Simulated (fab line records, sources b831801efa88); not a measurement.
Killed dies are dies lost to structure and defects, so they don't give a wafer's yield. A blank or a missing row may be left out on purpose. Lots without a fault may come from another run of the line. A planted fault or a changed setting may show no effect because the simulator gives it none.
A struck lot beside a sound one | flow sky130 | 31 steps out of a route of 708
Sound: wafers L797.3, L797.4, L797.6. Struck: wafers L807.2, L807.3, L807.6. The cause comes at the end.
At each step with rows: each side's tool, then ch and its chambers, then its first start. Under that, the readings that differ: sound wafers | struck wafers | difference of the means | sigmas: that difference in standard deviations of wafers without a fault.
alike: readings whose means differ by less than 2 such deviations, and words and numbers that are the same on both sides. not compared: withheld readings, readings that some wafer has no value for, bounds like >300 that may hide the same value, and numbers for which the record gives no deviation and whose values overlap.
The two part at a step that has a row with sigmas, a row that says differs or no value, or rows on one side only. Numbers that don't overlap but have no deviation are shown without sigmas and don't part them. A reading that every wafer of one side lacks parts them only if that side has two wafers or more.

first, 1 step without rows for these wafers: SKY_NWELL_IMPLANT_24.
SKY_NWELL_STRIP_25: strips in O2/N2.
  sound on plasma_asher-02 ch 0,1, day 5 13:44; struck on plasma_asher-01 ch 0,1, day 8 07:07
  alike: drypump_motor_current_A, n2_flow_sccm, oes_product_au, strip_time_to_endpoint_s
  not compared: rf_hours_counter_h
SKY_NWELL_TW_MEAS_26:
  sound on film_metro-02, day 5 13:50; struck on film_metro-01, day 8 07:13
  alike: NWELL_2_TW
then, 1 step without rows for these wafers: SKY_NWELL_CLEAN_27 (cleans in SC1/SC2, time 150 s).
SKY_NWELL_RTA_28: time 30 s.
  sound on rtp_anneal-02 ch 0, day 5 13:57; struck on rtp_anneal-02 ch 0, day 8 07:20
  alike: lamp_power_pct, ramp_up_c_per_s, wafer_temp_C_max
SKY_NWELL_RS_MEAS_29: measures by four-point-probe.
  sound on film_metro-02, day 5 14:04; struck on film_metro-03, day 8 07:26
  alike: NWELL_RS
SKY_NWELL_RS_MEAS_31: measures by four-point-probe.
  sound on film_metro-02, day 5 14:18; struck on film_metro-03, day 8 07:41
  alike: PWDE_RS
then, 4 steps without rows for these wafers: SKY_VT_ADJUST_HVTP_DEHYDRATE_00 (time 60 s); SKY_VT_ADJUST_HVTP_HMDS_01 (prime time 60 s); SKY_VT_ADJUST_HVTP_COAT_02 (resist thk 1140 nm); SKY_VT_ADJUST_HVTP_SOFTBAKE_03 (time 60 s).
SKY_VT_ADJUST_HVTP_EXPOSE_04: exposes mask HVTPM, target cd 380 nm.
  sound on iline_stepper-01 ch 0, day 5 23:57; struck on iline_stepper-02 ch 0, day 8 18:11
  reading | sound                   | struck                                                                                 | difference | sigmas
  mask    | HVTPM#0 HVTPM#0 HVTPM#0 | NWM_COMPLEMENT_LESS_NATIVE#0 NWM_COMPLEMENT_LESS_NATIVE#0 NWM_COMPLEMENT_LESS_NATIVE#0 | differs    |
  alike: stage_vel_mm_s
then, 2 steps without rows for these wafers: SKY_VT_ADJUST_HVTP_PEB_05; SKY_VT_ADJUST_HVTP_DEVELOP_06 (develop time 60 s).
SKY_VT_ADJUST_HVTP_CD_MEAS_07: target cd 380 nm.
  sound on cd_sem-02, day 6 09:10; struck on cd_sem-02, day 9 04:11
  reading    | sound       | struck | difference                    | sigmas
  cd_nm (nm) | 385 384 382 | - - -  | no value on the struck wafers |
SKY_VT_ADJUST_HVTP_OVL_MEAS_08:
  sound on overlay-02, day 6 09:15; struck on overlay-01, day 9 04:18
  reading                 | sound        | struck | difference                    | sigmas
  VT_ADJUST_HVTP_OVL (nm) | 2.1 1.7 -0.3 | - - -  | no value on the struck wafers |
then, 1 step without rows for these wafers: SKY_VT_ADJUST_HVTP_IMPLANT_09.
SKY_VT_ADJUST_HVTP_STRIP_10: strips in O2/N2.
  sound on plasma_asher-02 ch 0,1, day 6 09:28; struck on plasma_asher-02 ch 0,1, day 9 04:29
  reading             | sound             | struck            | difference | sigmas
  n2_flow_sccm (sccm) | 298.9 299.7 298.8 | 301.2 301.6 300.2 | +1.9       | +2
  alike: drypump_motor_current_A, oes_product_au, strip_time_to_endpoint_s
  not compared: rf_hours_counter_h
SKY_VT_ADJUST_HVTP_TW_MEAS_11:
  sound on film_metro-04, day 6 09:33; struck on film_metro-04, day 9 04:35
  reading           | sound          | struck   | difference | sigmas
  VT_ADJUST_HVTP_TW | 1366 1369 1365 | 30 30 30 | -1337      | -99 or more
then, 7 steps without rows for these wafers: SKY_VT_ADJUST_LVTN_DEHYDRATE_00 (time 60 s); SKY_VT_ADJUST_LVTN_HMDS_01 (prime time 60 s); SKY_VT_ADJUST_LVTN_COAT_02 (resist thk 3000 nm); SKY_VT_ADJUST_LVTN_SOFTBAKE_03; SKY_VT_ADJUST_LVTN_EXPOSE_04 (exposes mask NWM COMPLEMENT LESS NATIVE, target cd 840 nm); SKY_VT_ADJUST_LVTN_PEB_05; SKY_VT_ADJUST_LVTN_DEVELOP_06 (develop time 60 s).
SKY_VT_ADJUST_LVTN_OVL_MEAS_07:
  sound on overlay-02, day 7 05:01; struck on overlay-01, day 10 02:13
  alike: VT_ADJUST_LVTN_OVL
then, 1 step without rows for these wafers: SKY_VT_ADJUST_LVTN_IMPLANT_08.
SKY_VT_ADJUST_LVTN_STRIP_09: strips in O2/N2.
  sound on plasma_asher-02 ch 0,1, day 7 05:14; struck on plasma_asher-03 ch 0,1, day 10 02:24
  alike: drypump_motor_current_A, n2_flow_sccm, oes_product_au, strip_time_to_endpoint_s
  not compared: rf_hours_counter_h
SKY_VT_ADJUST_LVTN_TW_MEAS_10:
  sound on film_metro-04, day 7 05:19; struck on film_metro-01, day 10 02:31
  reading           | sound             | struck               | difference | sigmas
  VT_ADJUST_LVTN_TW | 241.7 241.6 242.2 | 1344.9 1342.4 1341.9 | +1101.2    | +99 or more
then, 1 step without rows for these wafers: SKY_VT_ADJUST_LVTN_DEHYDRATE_11 (time 60 s).

WHERE THEY PART
First at SKY_VT_ADJUST_HVTP_EXPOSE_04; last, within this record, at SKY_VT_ADJUST_LVTN_TW_MEAS_10.

WHY: what the simulator had put in
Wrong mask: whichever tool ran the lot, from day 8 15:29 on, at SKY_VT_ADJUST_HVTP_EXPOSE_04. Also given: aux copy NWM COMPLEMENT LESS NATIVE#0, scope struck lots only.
